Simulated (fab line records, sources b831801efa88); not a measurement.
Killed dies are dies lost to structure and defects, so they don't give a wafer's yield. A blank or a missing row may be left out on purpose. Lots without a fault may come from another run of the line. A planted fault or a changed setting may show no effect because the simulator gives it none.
Which tool did it? | flow sky130 | 11 lots, 33 wafers sampled, at 4 steps of a route of 708

WHAT THE GAUGES READ, wafer by wafer
SKY_VT_ADJUST_HVTR_CD_MEAS_07: target cd 380 nm. Usual: cd_nm 379.4 nm, standard deviation 2.4.
lot  | measured     | on        | cd_nm (nm)        | flag
L431 | day 10 15:24 | cd_sem-01 | 378.0 379.4 379.9 |
L432 | day 10 21:46 | cd_sem-01 | 380.4 382.3 379.2 |
L433 | day 11 02:13 | cd_sem-01 | 377.6 378.6 381.1 |
L439 | day 11 10:04 | cd_sem-01 | 379.4 375.0 375.5 |
L442 | day 11 11:40 | cd_sem-01 | 378.3 377.1 380.0 |
L444 | day 17 04:11 | cd_sem-02 | 379.8 378.6 380.8 |
L445 | day 17 13:41 | cd_sem-01 | 378.7 380.6 378.7 |
L449 | day 17 16:55 | cd_sem-02 | 377.6 376.6 379.2 |
L448 | day 17 19:30 | cd_sem-02 | 376.2 373.3 376.9 |
L450 | day 17 19:37 | cd_sem-01 | 382.4 378.7 381.9 |
L446 | day 17 21:02 | cd_sem-02 | 381.1 378.9 380.0 |

WHICH TOOL RAN EACH LOT (tool, then ch and the chambers of the sampled wafers, then the start)
lot  | SKY_VT_ADJUST_LVTN_STRIP_09          | SKY_VT_ADJUST_NCORE_COAT_02       | SKY_VT_ADJUST_NCORE_STRIP_10
L431 | plasma_asher-01 ch 0,1, day 8 04:01  | litho_track-01 ch 0, day 9 05:57  | plasma_asher-04 ch 0,1, day 9 17:23
L432 | plasma_asher-01 ch 0,1, day 8 06:19  | litho_track-03 ch 0, day 9 12:06  | plasma_asher-03 ch 0,1, day 9 23:08
L433 | plasma_asher-01 ch 0, day 8 08:13    | litho_track-03 ch 0, day 9 14:54  | plasma_asher-03 ch 0,1, day 10 03:11
L439 | plasma_asher-02 ch 0,1, day 8 14:29  | litho_track-03 ch 0, day 9 23:09  | plasma_asher-03 ch 0, day 10 10:36
L442 | plasma_asher-03 ch 1, day 8 15:47    | litho_track-03 ch 0, day 10 00:42 | plasma_asher-01 ch 0,1, day 10 12:02
L444 | plasma_asher-01 ch 0,1, day 13 16:50 | litho_track-03 ch 0, day 15 08:57 | plasma_asher-04 ch 0,1, day 15 23:51
L445 | plasma_asher-02 ch 0,1, day 14 01:01 | litho_track-03 ch 0, day 15 17:22 | plasma_asher-03 ch 0,1, day 16 08:49
L449 | plasma_asher-03 ch 0,1, day 14 04:17 | litho_track-01 ch 0, day 15 20:30 | plasma_asher-04 ch 0,1, day 16 11:14
L448 | plasma_asher-02 ch 0,1, day 14 06:19 | litho_track-03 ch 0, day 15 23:55 | plasma_asher-01 ch 0,1, day 16 13:49
L450 | plasma_asher-02 ch 1, day 14 06:40   | litho_track-01 ch 0, day 16 00:09 | plasma_asher-03 ch 0,1, day 16 14:02
L446 | plasma_asher-01 ch 0,1, day 14 07:19 | litho_track-01 ch 0, day 16 00:45 | plasma_asher-03 ch 0,1, day 16 15:11
- SKY_VT_ADJUST_LVTN_STRIP_09: strips in O2/N2.
- SKY_VT_ADJUST_NCORE_COAT_02: resist thk 1140 nm.
- SKY_VT_ADJUST_NCORE_STRIP_10: strips in O2/N2.

WHAT THE TOOLS THEMSELVES READ (means of the sampled wafers that have a number; where no wafer has one, the mark that the record gives instead)
SKY_VT_ADJUST_LVTN_STRIP_09. Usual: chamber_pressure_mTorr 1500.2 mTorr, standard deviation 1.8; drypump_motor_current_A 5.67 A, standard deviation 0.25; oes_product_au 0.722 a.u., standard deviation 0.0048; strip_time_to_endpoint_s 36.93 s, standard deviation 0.13.
lot  | tool            | chamber_pressure_mTorr (mTorr) | drypump_motor_current_A (A) | oes_product_au (a.u.) | strip_time_to_endpoint_s (s) | flag
L431 | plasma_asher-01 | 1498.3                         | 5.87                        | 0.721                 | 36.98                        |
L432 | plasma_asher-01 | 1500.3                         | 5.86                        | 0.723                 | 36.74                        |
L433 | plasma_asher-01 | 1499.7                         | 5.92                        | 0.725                 | 37.06                        |
L439 | plasma_asher-02 | 1498.9                         | 5.79                        | 0.720                 | 37.17                        |
L442 | plasma_asher-03 | 1500.2                         | 5.16                        | 0.724                 | 37.07                        |
L444 | plasma_asher-01 | 1500.3                         | 5.79                        | 0.725                 | 37.03                        |
L445 | plasma_asher-02 | 1500.6                         | 5.79                        | 0.719                 | 36.86                        |
L449 | plasma_asher-03 | 1499.6                         | 5.25                        | 0.724                 | 36.97                        |
L448 | plasma_asher-02 | 1500.3                         | 5.81                        | 0.721                 | 36.97                        |
L450 | plasma_asher-02 | 1500.3                         | 5.79                        | 0.723                 | 36.99                        |
L446 | plasma_asher-01 | 1500.6                         | 5.86                        | 0.719                 | 37.03                        |

SKY_VT_ADJUST_NCORE_STRIP_10. Usual: chamber_pressure_mTorr 1499.8 mTorr, standard deviation 1.4; drypump_motor_current_A 5.60 A, standard deviation 0.27; oes_product_au 0.715 a.u., standard deviation 0.0045; strip_time_to_endpoint_s 14.20 s, standard deviation 0.042.
lot  | tool            | chamber_pressure_mTorr (mTorr) | drypump_motor_current_A (A) | oes_product_au (a.u.) | strip_time_to_endpoint_s (s) | flag
L431 | plasma_asher-04 | 1500.5                         | 5.78                        | 0.710                 | 14.22                        |
L432 | plasma_asher-03 | 1499.7                         | 5.36                        | 0.716                 | 14.21                        |
L433 | plasma_asher-03 | 1499.4                         | 5.24                        | 0.716                 | 14.29                        |
L439 | plasma_asher-03 | 1499.8                         | 5.46                        | 0.715                 | 14.75                        | OFF
L442 | plasma_asher-01 | 1500.3                         | 5.86                        | 0.710                 | 14.63                        | OFF
L444 | plasma_asher-04 | 1499.3                         | 5.81                        | 0.712                 | 14.18                        |
L445 | plasma_asher-03 | 1499.9                         | 5.36                        | 0.717                 | 14.20                        |
L449 | plasma_asher-04 | 1499.2                         | 5.78                        | 0.711                 | 14.21                        |
L448 | plasma_asher-01 | 1499.9                         | 5.87                        | 0.712                 | 14.23                        |
L450 | plasma_asher-03 | 1498.8                         | 5.34                        | 0.714                 | 14.23                        |
L446 | plasma_asher-03 | 1499.8                         | 5.36                        | 0.717                 | 14.18                        |

THE ANSWER, worked out from the rows above alone
Rule: a lot is off if the mean of its wafers that have a number lies more than 3 standard deviations from the usual mean. A lot without any number at a reading at which 4 lots or more have one is off too. The other lots that the step has rows for count as sound. The gauges are gone through in route order, then the tools' own readings, and for those a lot's mean is taken as printed above. The first step at which some lot is off is used, and at that step the reading that is off furthest; a lot without a number counts as furthest.
Off: L439, L442, at SKY_VT_ADJUST_NCORE_STRIP_10 (strip_time_to_endpoint_s).
A tool fits if, at that step or a process step before it, it ran every lot that is off, and no sound lot after the first of them. None of those tried fits.

WHAT THE SIMULATOR HAD PUT IN
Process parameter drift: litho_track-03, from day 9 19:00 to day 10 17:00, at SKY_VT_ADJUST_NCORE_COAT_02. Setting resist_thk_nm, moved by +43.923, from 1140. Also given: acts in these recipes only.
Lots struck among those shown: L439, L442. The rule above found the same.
